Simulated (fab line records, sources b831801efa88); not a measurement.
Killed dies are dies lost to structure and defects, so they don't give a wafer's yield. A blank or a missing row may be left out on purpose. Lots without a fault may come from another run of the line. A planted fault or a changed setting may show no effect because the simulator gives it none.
One fault seen from 2 desks | flow sfq_line | each desk has only its own numbers; what lay behind them comes last

THE METROLOGY DESK
What the gauges read, lot by lot, whatever tool the lot ran on: means of the sampled wafers that have a number. A lot is out of limits, marked OUT, if its mean lies more than 4 standard deviations from the usual mean; the brackets give that distance.
Columns: A = R5_MONX_THK at SFQ_R5_THK_MEAS_934, usual 39.4 nm; B = I5_OVL at SFQ_I5_OVL_MEAS_936, usual 0 nm; C = M6_NB_RS at SFQ_M6_RS_MEAS_938, usual 0.889 ohm/sq
lot  | first seen here | A    | B  | C
L727 | day 55 17:50    | 39.2 | -2 | 0.892
L728 | day 56 02:50    | 39.2 | -5 | 0.898
L729 | day 56 05:50    | 39.5 | 1  | 0.888
L730 | day 56 08:51    | 39.7 | -1 | 0.890
L735 | day 61 21:51    | 39.6 | 1  | 0.900
L736 | day 61 21:58    | 39.3 | 0  | 0.920
L737 | day 62 01:01    | 40.3 | -6 | 0.907
L739 | day 63 12:50    | 39.9 | 7  | 0.918
L740 | day 63 21:50    | 38.7 | -1 | 0.885
L745 | day 70 02:59    | 39.4 | 8  | 0.884
L746 | day 70 06:07    | 39.0 | -2 | 0.878
L747 | day 70 15:46    | 39.0 | 4  | 0.892
L748 | day 71 00:11    | 39.6 | 2  | 0.888
L749 | day 71 09:36    | 39.2 | -7 | 0.881
L750 | day 71 17:15    | 39.4 | 11 | 0.903
This desk's finding: nothing out of limits on any of the 15 lots.

THE TOOL OWNER'S DESK: pvd_sputter-06
The tool's own readings at SFQ_TRILAYER_M6_DEP_SPUTTER_157 (material Nb, target thk 200 nm, time 133.3 s): means of the sampled wafers that have a number, for each lot that ran on this tool. A lot is out of limits, marked OUT, if its mean lies more than 4 standard deviations from the usual mean; the brackets give that distance.
Columns: A = base_pressure_pa at SFQ_TRILAYER_M6_DEP_SPUTTER_157, usual 1.33e-06 Pa; B = throttle_valve_pct at SFQ_TRILAYER_M6_DEP_SPUTTER_157, usual 29.7 %
lot  | first seen here | A        | B
L728 | day 64 17:55    | 1.32e-06 | 30.8
L729 | day 65 01:05    | 1.33e-06 | 29.9
L730 | day 65 05:53    | 1.32e-06 | 29.8
L736 | day 67 07:28    | 1.28e-06 | 30.6
L737 | day 67 13:56    | 1.32e-06 | 29.8
L739 | day 68 07:53    | 1.37e-06 | 30.2
L745 | day 72 07:43    | 1.36e-06 | 29.5
L748 | day 75 00:43    | 1.21e-06 | 29.2
This desk's finding: nothing out of limits on any of the 8 lots.

PUT TOGETHER
The metrology desk saw nothing out of limits.
The tool owner's desk saw nothing out of limits.

WHAT THE SIMULATOR HAD PUT IN
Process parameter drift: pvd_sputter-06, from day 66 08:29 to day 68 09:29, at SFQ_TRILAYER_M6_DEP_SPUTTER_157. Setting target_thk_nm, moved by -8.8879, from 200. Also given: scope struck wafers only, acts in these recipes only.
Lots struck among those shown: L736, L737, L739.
